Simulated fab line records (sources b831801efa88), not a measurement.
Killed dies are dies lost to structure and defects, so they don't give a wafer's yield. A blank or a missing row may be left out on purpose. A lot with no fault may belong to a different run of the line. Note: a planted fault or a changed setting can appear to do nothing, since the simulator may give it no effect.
Which tool was responsible? | flow gf180mcu | 6 lots with 18 wafers sampled at 5 steps, on a route of 602 steps

## WHAT EACH GAUGE READ, for each wafer
GF_V3_THK_MEAS_01.
lot  | measured     | on            | V3_CVD_00_THK (nm)
L174 | day 21 16:31 | film_metro-03 | 583 582 593
L177 | day 22 22:42 | film_metro-01 | 603 598 892
L187 | day 26 06:16 | film_metro-03 | 596 610 602
L189 | day 26 22:57 | film_metro-02 | 595 591 600
L192 | day 28 02:25 | film_metro-03 | 604 604 606
L194 | day 28 19:20 | film_metro-03 | 590 597 607

## TOOL THAT RAN EACH LOT (tool first, then ch and the chambers of the sampled wafers, then the start)
lot  | GF_V2_SPUTTER_21             | GF_M3_SPUTTER_00             | GF_M3_SPUTTER_02             | GF_V3_CVD_00
L174 | pvd_sputter-02, day 20 14:45 | pvd_sputter-04, day 20 15:26 | pvd_sputter-04, day 20 15:34 | hdpcvd-01 ch 0,1,2, day 21 16:26
L177 | pvd_sputter-02, day 21 21:56 | pvd_sputter-02, day 21 22:50 | pvd_sputter-02, day 21 22:58 | hdpcvd-01 ch 0,1,2, day 22 22:38
L187 | pvd_sputter-01, day 25 07:34 | pvd_sputter-04, day 25 08:15 | pvd_sputter-04, day 25 08:23 | hdpcvd-01 ch 0,2, day 26 06:11
L189 | pvd_sputter-04, day 26 00:40 | pvd_sputter-02, day 26 01:21 | pvd_sputter-02, day 26 01:29 | hdpcvd-01 ch 0,1, day 26 22:52
L192 | pvd_sputter-04, day 27 04:35 | pvd_sputter-02, day 27 05:17 | pvd_sputter-02, day 27 05:25 | hdpcvd-01 ch 0,1, day 28 02:20
L194 | pvd_sputter-04, day 27 22:44 | pvd_sputter-02, day 27 23:26 | pvd_sputter-02, day 27 23:34 | hdpcvd-01 ch 0,1,2, day 28 19:16
- GF_V2_SPUTTER_21: material Ti, target thk 15 nm, time 80.02 s.
- GF_M3_SPUTTER_00: material Ti, target thk 37.5 nm, time 150 s.
- GF_M3_SPUTTER_02: material AlCu, target thk 450 nm, time 23.9 s.
- GF_V3_CVD_00: deposits SiO2, target thk 600 nm, time 100 s.

## THE ANSWER, worked out from the rows above alone
Rule: usual is defined by the lots themselves. The widest of any qualifying gaps counts: lots, ordered by their means at a reading, are off when they make up no more than a third of the lots, leave a main group of 4 or more, and stand apart from it by 3 or more times the standard deviation of that group's means. A main group whose means are all the same, to the digits that the tables above print for the reading, isn't used. Also off: a lot with no number at a reading for which 4 or more lots have one. All remaining lots with rows at the step are treated as sound.
Off: L177, seen at GF_V3_THK_MEAS_01 (V3_CVD_00_THK). For the main group the mean is 597 nm and the standard deviation 6.6.
A tool fits if, at a process step before that reading, it ran every lot that is off, and no sound lot after the first of them. Gauges at GF_V3_THK_MEAS_01: tried the same way as those tools. 2 tools fit, pvd_sputter-02 at GF_V2_SPUTTER_21 and film_metro-01 at GF_V3_THK_MEAS_01, so this cannot tell which one it is.

## WHAT THE SIMULATOR HAD PUT IN
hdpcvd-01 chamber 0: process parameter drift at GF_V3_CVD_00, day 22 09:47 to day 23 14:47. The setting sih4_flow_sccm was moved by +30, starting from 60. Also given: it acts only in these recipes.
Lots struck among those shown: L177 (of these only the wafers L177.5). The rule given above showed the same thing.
